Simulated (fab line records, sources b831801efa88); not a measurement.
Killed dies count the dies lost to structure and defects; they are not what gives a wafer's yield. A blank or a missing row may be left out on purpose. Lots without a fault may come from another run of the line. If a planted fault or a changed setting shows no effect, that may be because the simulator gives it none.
2 desks, one fault ; flow gf180mcu ; what lay behind the numbers comes last; until then each desk has only its own

## TOOL OWNER'S DESK, lithoTrack-02
At GF_M1_SOFTBAKE_10 (time 60 s), the tool's own readings, given per lot that ran on this tool as the mean of the sampled wafers with a number. The brackets show how far a lot's mean lies from the usual mean; more than 4 standard deviations puts the lot out of limits, marked OUT.
Columns: A = exhaustPa at GF_M1_SOFTBAKE_10, usual 44.9 Pa; B = heaterPowerTotalW at GF_M1_SOFTBAKE_10, usual 93.04 W; C = plateTempC at GF_M1_SOFTBAKE_10, usual 129.97 C
lot;first seen here;A;B;C
L388;day 17 13:09;45.1;92.98;129.87
L392;day 19 02:06;45.3;93.01;130.02
L394;day 20 00:01;45.8;91.78 (-21) OUT;128.77 (-9.2) OUT
L395;day 20 10:22;45.0;91.66 (-23) OUT;128.74 (-9.5) OUT
L402;day 23 00:30;45.6;93.05;129.92
L406;day 24 08:37;44.1;93.05;130.09
This desk's verdict: out of limits on L394, L395, starting with L394 at day 20 00:01 (heaterPowerTotalW at GF_M1_SOFTBAKE_10). In limits: L388, L392, L402, L406.

## METROLOGY DESK
Means of the sampled wafers that have a number, per lot and without regard to the tool the lot ran on: this is what the gauges read. The brackets show how far a lot's mean lies from the usual mean; more than 4 standard deviations puts the lot out of limits, marked OUT.
Columns: A = CONTACT_CVD_00_THK at GF_CONTACT_THK_MEAS_01, usual 299.5 nm; B = cdNm at GF_M1_CD_MEAS_14, usual 230.3 nm
lot;first seen here;A;B
L385;day 14 22:09;296.1;230.4
L387;day 15 19:50;299.4;229.4
L388;day 16 01:07;301.7;231.8
L392;day 17 12:35;298.9;230.9
L394;day 18 09:19;299.3;234.2
L395;day 18 20:16;301.6;234.4
L400;day 20 18:28;301.7;230.2
L402;day 21 11:21;300.9;230.5
L403;day 22 00:18;296.4;229.4
L405;day 22 15:30;299.5;229.5
L406;day 22 20:05;296.6;230.2
L408;day 23 06:39;299.6;230.5
This desk found nothing out of limits on any of the 12 lots.

## PUT TOGETHER
At day 20 00:01, on L394, L395, the tool owner's desk was in a position to raise an alarm.
From the metrology desk's view, nothing was out of limits.
The metrology desk has L394, L395 on record, within its limits.
Every lot named ran GF_M1_SOFTBAKE_10 on lithoTrack-02.

## WHAT WAS PUT IN BY THE SIMULATOR
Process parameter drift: lithoTrack-02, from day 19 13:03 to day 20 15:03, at GF_M1_SOFTBAKE_10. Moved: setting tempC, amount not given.
Shown lots that were struck: L394, L395.
Each desk's first reading out of limits, in hours after the fault started: the tool owner's desk, 11.
